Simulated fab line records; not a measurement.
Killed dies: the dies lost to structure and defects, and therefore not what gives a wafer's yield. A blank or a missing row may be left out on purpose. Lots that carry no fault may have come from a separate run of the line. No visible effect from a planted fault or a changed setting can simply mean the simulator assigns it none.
fab line records -- flow sky130
record: lots: 13, wafers: 39, last-day: 50
route steps=708 shown SD_P@324
lots that met no fault: taken from a fault-free run of the same line
start-h: start of the lot's first displayed wafer, in hours after the record's first day -- wait-h: time in hours since the lot's previous step -- " identical to the entry in the row above -- L1.1+2: a single row standing in for several wafers -- - either no value or no given start -- * or withheld: withheld -- < > ~ a bound
route shown NAME@n: NAME is a module with steps in the file, n the number in the route of the first one -- usual: mean/standard deviation of fault-free wafers -- same: alike in all rows -- chamber/n: place in a boat -- sites: the reading at each site -- _std_site: how widely they spread, as a standard deviation -- _edge_site: mean of outer sites minus mean of inner sites -- radius-mm: for every site, how far away it sits from the centre of the wafer -- mask NAME#n: copy n -- behind: the last tool/chamber to shape the wafer -- hold: cause of the lot's hold/its duration in hours/its outcome -- device: whichever transistor did not switch (one of n, p or np) -- end of line: tests of these same wafers at the route's end -- a step without rows: its recipe alone -- killed: the dies lost at the first sort to structure and to defects; this is not the yield of the wafer -- map: dies across one wafer; x = killed, . = not, _ = none there
set.NAME: the setting that was run; set.NAME@STEP: the one run at that earlier step -- model.NAME: the simulator's own value behind a step, which no gauge read
one table for each step of the route and one row for each wafer, over a sample of lots
services: the hour from which a tool's chamber was out of use, counted from the record's first day as start-h (under 0 if before that day), plus the number of hours and why
== steps ==
step: SKY_SD_P_EXPOSE_04
recipe: mask-id: PSDM, na: 0.6, source-shape: conventional, sigma-outer: 0.6, polarization: unpolarized, target-cd-nm: 380, dose-mj: 138
usual: stage-vel-mm-s: 500.03/0.24
lot.wafer,tool,chamber,start-h,wait-h,mask,stage-vel-mm-s
L641.3,iline-stepper-01,0,563.03,-,PSDM#0,499.71
L641.4,iline-stepper-01,0,563.03,-,PSDM#0,499.75
L641.5,iline-stepper-01,0,563.03,-,PSDM#0,499.71
L643.1,iline-stepper-02,0,588.49,-,PSDM#0,500.30
L643.4,iline-stepper-02,0,588.49,-,PSDM#0,500.21
L643.5,iline-stepper-02,0,588.49,-,PSDM#0,499.97
L644.1,iline-stepper-02,0,600.39,-,PSDM#0,499.70
L644.3,iline-stepper-02,0,600.39,-,PSDM#0,500.34
L644.6,iline-stepper-02,0,600.39,-,PSDM#0,500.28
L647.2,iline-stepper-02,0,630.96,-,PSDM_R1#0,500.08
L647.4,iline-stepper-02,0,630.96,-,PSDM_R1#0,499.92
L647.6,iline-stepper-02,0,630.96,-,PSDM_R1#0,500.20
L651.2,iline-stepper-02,0,659.34,-,PSDM#0,500.01
L651.3,iline-stepper-02,0,659.34,-,PSDM#0,499.80
L651.4,iline-stepper-02,0,659.34,-,PSDM#0,500.13
L655.2,iline-stepper-01,0,696.47,-,PSDM#0,500.23
L655.4,iline-stepper-01,0,696.47,-,PSDM#0,500.18
L655.6,iline-stepper-01,0,696.47,-,PSDM#0,500.27
L656.2,iline-stepper-01,0,699.51,-,PSDM#0,500.35
L656.4,iline-stepper-01,0,699.51,-,PSDM#0,500.14
L656.5,iline-stepper-01,0,699.51,-,PSDM#0,500.33
L657.3,iline-stepper-02,0,705.63,-,PSDM#0,499.91
L657.5,iline-stepper-02,0,705.63,-,PSDM#0,500.05
L657.6,iline-stepper-02,0,705.63,-,PSDM#0,500.22
L659.2,iline-stepper-02,0,723.71,-,PSDM#0,499.93
L659.5,iline-stepper-02,0,723.71,-,PSDM#0,499.91
L659.6,iline-stepper-02,0,723.71,-,PSDM#0,499.70
L660.1,iline-stepper-02,0,732.54,-,PSDM#0,499.80
L660.4,iline-stepper-02,0,732.54,-,PSDM#0,499.57
L660.5,iline-stepper-02,0,732.54,-,PSDM#0,500.08
L661.1,iline-stepper-02,0,743.24,-,PSDM#0,500.46
L661.2,iline-stepper-02,0,743.24,-,PSDM#0,500.56
L661.3,iline-stepper-02,0,743.24,-,PSDM#0,500.06
L662.4,iline-stepper-02,0,749.20,-,PSDM#0,500.12
L662.5,iline-stepper-02,0,749.20,-,PSDM#0,499.95
L662.6,iline-stepper-02,0,749.20,-,PSDM#0,499.96
L663.3,iline-stepper-02,0,752.53,-,PSDM#0,499.63
L663.4,iline-stepper-02,0,752.53,-,PSDM#0,500.00
L663.5,iline-stepper-02,0,752.53,-,PSDM#0,500.25
step: SKY_SD_P_CD_MEAS_07
recipe: target-cd-nm: 380
usual: cd-nm: 380.6/2.5
lot.wafer,tool,chamber,start-h,wait-h,cd-nm
L641.3,cd-sem-01,-,578.11,0.1,378.9
L641.4,cd-sem-01,-,578.11,0.1,379.3
L641.5,cd-sem-01,-,578.11,0.1,377.4
L643.1,cd-sem-01,-,602.54,0.1,383.1
L643.4,cd-sem-01,-,602.54,0.1,382.0
L643.5,cd-sem-01,-,602.54,0.1,382.7
L644.1,cd-sem-02,-,614.69,0.1,378.7
L644.3,cd-sem-02,-,614.69,0.1,379.9
L644.6,cd-sem-02,-,614.69,0.1,378.6
L647.2,cd-sem-02,-,645.51,0.1,305.7
L647.4,cd-sem-02,-,645.51,0.1,305.5
L647.6,cd-sem-02,-,645.51,0.1,307.1
L651.2,cd-sem-01,-,673.31,0.1,378.0
L651.3,cd-sem-01,-,673.31,0.1,378.8
L651.4,cd-sem-01,-,673.31,0.1,379.2
L655.2,cd-sem-02,-,710.66,0.1,385.7
L655.4,cd-sem-02,-,710.66,0.1,383.2
L655.6,cd-sem-02,-,710.66,0.1,384.2
L656.2,cd-sem-01,-,712.71,0.1,380.3
L656.4,cd-sem-01,-,712.71,0.1,378.1
L656.5,cd-sem-01,-,712.71,0.1,377.2
L657.3,cd-sem-02,-,718.81,0.1,377.4
L657.5,cd-sem-02,-,718.81,0.1,376.2
L657.6,cd-sem-02,-,718.81,0.1,375.1
L659.2,cd-sem-02,-,737.01,0.1,378.9
L659.5,cd-sem-02,-,737.01,0.1,376.8
L659.6,cd-sem-02,-,737.01,0.1,377.2
L660.1,cd-sem-02,-,745.99,0.2,379.1
L660.4,cd-sem-02,-,745.99,0.2,377.0
L660.5,cd-sem-02,-,745.99,0.2,377.2
L661.1,cd-sem-01,-,756.74,0.1,381.3
L661.2,cd-sem-01,-,756.74,0.1,383.5
L661.3,cd-sem-01,-,756.74,0.1,380.8
L662.4,cd-sem-01,-,762.93,0.1,382.7
L662.5,cd-sem-01,-,762.93,0.1,380.7
L662.6,cd-sem-01,-,762.93,0.1,382.5
L663.3,cd-sem-02,-,766.33,0.1,375.5
L663.4,cd-sem-02,-,766.33,0.1,378.0
L663.5,cd-sem-02,-,766.33,0.1,377.9
== services ==
tool,chamber,start-h,hours,kind
iline-stepper-02,-,574.41,2.1,pm
iline-stepper-02,-,576.49,-,consumable-replace:lamp
iline-stepper-02,-,581.04,1.7,pm
iline-stepper-01,0,600.79,-,calibration
iline-stepper-02,-,653.24,4.6,repair
iline-stepper-01,-,655.32,4.9,repair
iline-stepper-02,0,713.55,-,calibration
iline-stepper-01,-,727.36,28.8,repair
== key ==
first-sign: step: SKY_SD_P_EXPOSE_04, reading: mask, direction: changed
effect: step: SKY_SD_P_CD_MEAS_07, reading: cd-nm, direction: down, sigmas: 30, usual: 380.6, struck: 306.1
met-at SKY_SD_P_EXPOSE_04
struck-lots L647
tester-left-out L647
onset-between 600.39 630.96
fault: kind: wrong-mask, tool: any, chamber: -, onset-h: 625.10, steps: SKY_SD_P_EXPOSE_04, aux-copy: PSDM_R1#0, cd-offset-nm: -76, scope: struck-lots-only
tester-left-out: of these lots the tester's yield and bins aren't shown, on N5 and GAA mostly nor the transistor test; their killed dies are dies lost to structure and defects alone, not to doping, threshold or leakage, so they don't give the yield
